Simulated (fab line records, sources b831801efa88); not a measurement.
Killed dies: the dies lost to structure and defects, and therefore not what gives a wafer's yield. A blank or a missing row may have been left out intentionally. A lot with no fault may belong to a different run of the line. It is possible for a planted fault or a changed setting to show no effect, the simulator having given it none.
Which of the tools did it?	flow gf180mcu	11 lots with 33 wafers sampled at 6 steps, on a route of 602 steps

## WHAT THE GAUGES READ, wafer by wafer
GF_HV_LDD_OVL_MEAS_20.
lot	measured	on	HV_LDD_01_OVL (nm)
L978	day 10 19:24	overlay-01	-0.6 1.3 1.6
L981	day 11 13:44	overlay-02	-1.0 -3.3 -1.1
L982	day 12 01:35	overlay-01	0.5 -2.1 1.0
L984	day 12 15:00	overlay-01	2.1 -0.2 -0.5
L989	day 14 09:57	overlay-01	1.2 0.2 -0.6
L994	day 15 19:55	overlay-01	-1.1 -2.7 -1.1
L996	day 16 09:06	overlay-02	-0.6 -1.0 1.5
L997	day 16 16:22	overlay-01	1.5 2.4 1.0
L998	day 17 03:11	overlay-02	1.5 -0.5 2.2
L100	day 17 16:11	overlay-01	0.5 -0.3 0.0
L101	day 17 21:58	overlay-02	-0.2 -0.2 0.2

GF_HV_LDD_THK_MEAS_57.
lot	measured	on	HV_LDD_CVD_56_THK (nm)
L978	day 12 12:43	film metro-02	90.8 89.9 90.8
L981	day 13 08:08	film metro-01	89.0 89.1 89.2
L982	day 13 20:35	film metro-03	90.3 91.3 91.0
L984	day 14 11:42	film metro-03	89.4 89.1 89.1
L989	day 16 07:25	film metro-01	112.0 111.8 112.1
L994	day 17 22:17	film metro-02	89.6 90.4 90.7
L996	day 18 11:53	film metro-01	90.9 90.6 90.2
L997	day 18 19:20	film metro-02	89.2 88.8 89.2
L998	day 19 06:44	film metro-02	88.4 89.8 89.8
L100	day 19 20:07	film metro-03	90.7 90.0 89.7
L101	day 20 02:02	film metro-01	88.8 88.4 88.4

GF_PSD_TW_MEAS_11.
lot	measured	on	PSD_TW
L978	day 14 05:29	film metro-04	3186 3187 3188
L981	day 15 01:49	film metro-01	3179 3166 3162
L982	day 15 16:20	film metro-01	3183 3178 3177
L984	day 16 08:20	film metro-04	3176 3180 3186
L989	day 18 06:16	film metro-04	3157 3168 3173
L994	day 19 22:55	film metro-01	3158 3171 3156
L996	day 20 13:26	film metro-02	3147 3160 3153
L997	day 20 21:01	film metro-02	3168 3169 3175
L998	day 21 07:40	film metro-01	3165 3169 3162
L100	day 21 21:08	film metro-04	3188 3186 3178
L101	day 22 02:18	film metro-04	3159 3154 3148

## TOOL THAT RAN EACH LOT (tool first, then ch and the chambers of the sampled wafers, then the start)
lot	GF_POLY_GATE_ETCH_13	GF_HV_LDD_CVD_56	GF_HV_LDD_ETCHBACK_58
L978	rie si-02 ch 1,3, day 9 04:56	lpcvd-02 ch 0, day 12 11:17	rie diel-04 ch 0,2,3, day 12 12:47
L981	rie si-02 ch 0,2, day 9 22:44	lpcvd-02 ch 1, day 13 06:43	rie diel-03 ch 0,2,3, day 13 08:12
L982	rie si-02 ch 2,3, day 10 11:38	lpcvd-02 ch 1, day 13 19:08	rie diel-03 ch 0,2,3, day 13 20:38
L984	rie si-02 ch 0,2,3, day 10 23:35	lpcvd-01 ch 0, day 14 10:16	rie diel-01 ch 1,2,3, day 14 11:45
L989	rie si-01 ch 1,3, day 12 15:26	lpcvd-01 ch 1, day 16 05:58	rie diel-01 ch 0,1,2, day 16 07:28
L994	rie si-02 ch 0,1,2, day 13 22:38	lpcvd-02 ch 0, day 17 20:51	rie diel-03 ch 0,1, day 17 22:20
L996	rie si-02 ch 1,2,3, day 14 11:39	lpcvd-02 ch 1, day 18 10:28	rie diel-01 ch 1,2,3, day 18 11:57
L997	rie si-01 ch 0,1,2, day 14 19:20	lpcvd-01 ch 1, day 18 17:55	rie diel-03 ch 0,2, day 18 19:24
L998	rie si-02 ch 1,2,3, day 15 06:06	lpcvd-01 ch 0, day 19 05:17	rie diel-03 ch 1,2,3, day 19 06:47
L100	rie si-02 ch 0,2,3, day 15 16:50	lpcvd-02 ch 1, day 19 18:40	rie diel-04 ch 2,3, day 19 20:10
L101	rie si-02 ch 0,3, day 15 21:35	lpcvd-01 ch 1, day 20 00:35	rie diel-04 ch 0,2,3, day 20 02:07
- GF_POLY_GATE_ETCH_13: etches poly-Si in HBr/Cl2, stops on SiO2, target depth 198.5 nm, time 69.6 s.
- GF_HV_LDD_CVD_56: deposits Si3N4 from DCS/NH3, target thk 90 nm, time 1543 s.
- GF_HV_LDD_ETCHBACK_58: etches Si3N4 in CH3F/O2, stops on SiO2, time 100 s, target depth 90 nm.

## AS READ BY THE TOOLS THEMSELVES (means over the sampled wafers that have a number; for cases with no such wafer, the mark the record gives instead)
GF_POLY_GATE_ETCH_13.
lot	tool	drypump motor current A (A)	oes product au (a.u.)	throttle valve pct (%)
L978	rie si-02	5.76	0.981	33.675
L981	rie si-02	5.87	0.986	33.693
L982	rie si-02	5.65	0.992	33.685
L984	rie si-02	5.79	0.989	33.680
L989	rie si-01	5.31	0.999	33.686
L994	rie si-02	5.80	0.991	33.677
L996	rie si-02	5.70	0.984	33.685
L997	rie si-01	5.45	0.983	33.692
L998	rie si-02	5.71	0.992	33.690
L100	rie si-02	5.79	0.987	33.690
L101	rie si-02	5.93	0.992	33.688

GF_HV_LDD_CVD_56.
lot	tool	spike tc bottom C (C)	spike tc centre C (C)	spike tc lower C (C)	spike tc top C (C)	spike tc upper C (C)	zone power centre pct (%)	zone power lower pct (%)
L978	lpcvd-02	797.6	769.6	769.4	778.4	770.0	12.4	11.6
L981	lpcvd-02	788.5	770.2	771.3	781.7	768.6	16.3	13.1
L982	lpcvd-02	788.0	770.1	771.3	781.5	768.1	16.3	13.1
L984	lpcvd-01	791.6	770.9	769.4	782.2	770.6	14.2	12.9
L989	lpcvd-01	803.6	784.1	781.3	797.7	780.7	16.5	12.6
L994	lpcvd-02	796.3	769.5	769.6	778.0	770.6	12.5	11.6
L996	lpcvd-02	787.6	770.8	771.3	782.0	767.9	16.3	13.1
L997	lpcvd-01	792.1	771.8	768.8	785.5	769.6	16.0	12.2
L998	lpcvd-01	791.8	771.0	769.4	783.4	770.4	14.3	12.8
L100	lpcvd-02	787.9	770.5	769.7	782.4	768.2	16.2	13.1
L101	lpcvd-01	791.6	771.5	768.7	786.1	769.3	15.7	12.2

GF_HV_LDD_ETCHBACK_58.
lot	tool	drypump motor current A (A)	oes product au (a.u.)	throttle valve pct (%)
L978	rie diel-04	5.8	0.845	10.564
L981	rie diel-03	5.7	0.834	10.553
L982	rie diel-03	5.7	0.847	10.570
L984	rie diel-01	5.9	0.840	10.560
L989	rie diel-01	5.9	0.958	10.568
L994	rie diel-03	5.9	0.843	10.567
L996	rie diel-01	5.9	0.848	10.561
L997	rie diel-03	5.9	0.837	10.555
L998	rie diel-03	6.0	0.838	10.561
L100	rie diel-04	5.8	0.845	10.560
L101	rie diel-04	5.7	0.834	10.572

## THE ANSWER, worked out from the rows above alone
Rule: the usual values come from the lots themselves. Put in order of their means at a reading, lots are off if they are a third of the lots or fewer, leave a main group of 4 or more, and stand apart from it by a gap of 3 or more times the standard deviation of the main group's means; of several such gaps the widest counts. If all means in a main group match to the digits the tables above print for the reading, that group is not used. A lot without any number at a reading at which 4 lots or more have one is off too. Any other lot the step has rows for is counted as sound. Order of review: gauges by route order, followed by the tools' own readings, for which a lot's mean as printed above is used. At the first step where some lot is off, the reading lying furthest off is the one used; lots without a number count as furthest.
Off: at GF_HV_LDD_THK_MEAS_57 (HV_LDD_CVD_56_THK), L989. The main group: mean 89.8 nm, standard deviation 0.76.
A tool fits if, at a process step before that reading, it ran every lot that is off, and no sound lot after the first of them. The gauges at GF_HV_LDD_THK_MEAS_57 aren't tried: what is off there is off at GF_HV_LDD_CVD_56 too, on other tools, and a gauge's error can't cause that. None of those tried fits.

## WHAT HAD BEEN PUT IN BY THE SIMULATOR
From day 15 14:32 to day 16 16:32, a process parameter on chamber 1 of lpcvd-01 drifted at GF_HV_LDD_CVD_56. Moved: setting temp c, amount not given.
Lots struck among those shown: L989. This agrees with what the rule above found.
